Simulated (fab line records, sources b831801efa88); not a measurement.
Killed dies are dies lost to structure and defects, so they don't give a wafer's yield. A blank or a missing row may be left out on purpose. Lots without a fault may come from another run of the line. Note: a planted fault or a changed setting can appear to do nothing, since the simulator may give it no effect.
Matching of chambers | flow gf180mcu | rie si-02 running GF_POLY_GATE_ETCH_13: 4 sister chambers
The step etches poly-Si in HBr/Cl2, stops on SiO2, target depth 198.5 nm, time 69.6 s. 14 wafers are shown with their chamber, then 7 later ones without.

== EACH WAFER AND ITS CHAMBER ==
wafer  | chamber | drypump motor current A (A) | he backside leak sccm (sccm) | throttle valve pct (%)
L697.1 | 2       | 5.7                         | 2.72                         | 33.701
L697.4 | 0       | 5.5                         | 2.86                         | 33.681
L697.6 | 0       | 5.4                         | 2.90                         | 33.678
L702.2 | 1       | 6.0                         | 2.89                         | 33.694
L702.5 | 1       | 6.0                         | 2.87                         | 33.685
L702.6 | 0       | 5.4                         | 2.57                         | 33.668
L703.1 | 1       | 6.0                         | 3.05                         | 33.697
L703.4 | 3       | 5.5                         | 2.60                         | 33.683
L703.6 | 3       | 5.5                         | 2.44                         | 33.688
L704.1 | 2       | 5.6                         | 2.73                         | 33.686
L704.5 | 3       | 5.5                         | 2.57                         | 33.671
L704.6 | 0       | 5.5                         | 2.78                         | 33.674
L713.1 | 0       | 5.5                         | 2.81                         | 33.686
L713.4 | 3       | 5.5                         | 2.52                         | 33.681

SIGNATURES, as means of the wafers listed above
reading                 | chamber 0 | chamber 1 | chamber 2 | chamber 3 | scatter within a chamber
drypump motor current A | 5.460     | 6.000     | 5.650     | 5.500     | 0.0412
he backside leak sccm   | 2.7840    | 2.9367    | 2.7250    | 2.5325    | 0.1
throttle valve pct      | 33.67740  | 33.69200  | 33.69350  | 33.68075  | 0.00728
Rule: a wafer lies at a distance from a chamber equal to the root of the sum of squares, over the readings, of (its reading less the chamber's mean, divided by the reading's scatter). If the next closest chamber is less than 2 further off than the closest, the wafer can't be placed; otherwise it belongs to the closest. The scatter is the square root of a quotient: the sum, over the shown wafers, of each reading's squared deviation from its chamber's mean, divided by wafers minus chambers.

== WAFERS MISSING THEIR CHAMBER ==
wafer  | drypump motor current A (A) | he backside leak sccm (sccm) | throttle valve pct (%)
L713.5 | 5.6                         | 2.79                         | 33.665
L716.2 | 5.5                         | 2.64                         | 33.670
L716.3 | 5.7                         | 2.81                         | 33.701
L716.4 | 6.0                         | 2.97                         | 33.690
L717.1 | 5.5                         | 2.79                         | 33.684
L717.2 | 5.6                         | 2.81                         | 33.693
L717.3 | 6.0                         | 2.78                         | 33.681

== WHICH CHAMBER EACH WENT THROUGH ==
wafer  | from the rows above          | in truth
L713.5 | can't be placed: 0 or 3 or 2 | 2
L716.2 | can't be placed: 3 or 0      | 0
L716.3 | 2                            | 2
L716.4 | 1                            | 1
L717.1 | can't be placed: 0 or 3      | 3
L717.2 | 2                            | 2
L717.3 | 1                            | 1
4 of 7 placed correctly. Cannot be placed on the basis of these rows: 3; the candidates contain the true chamber in 3. Number placed wrongly: 0.
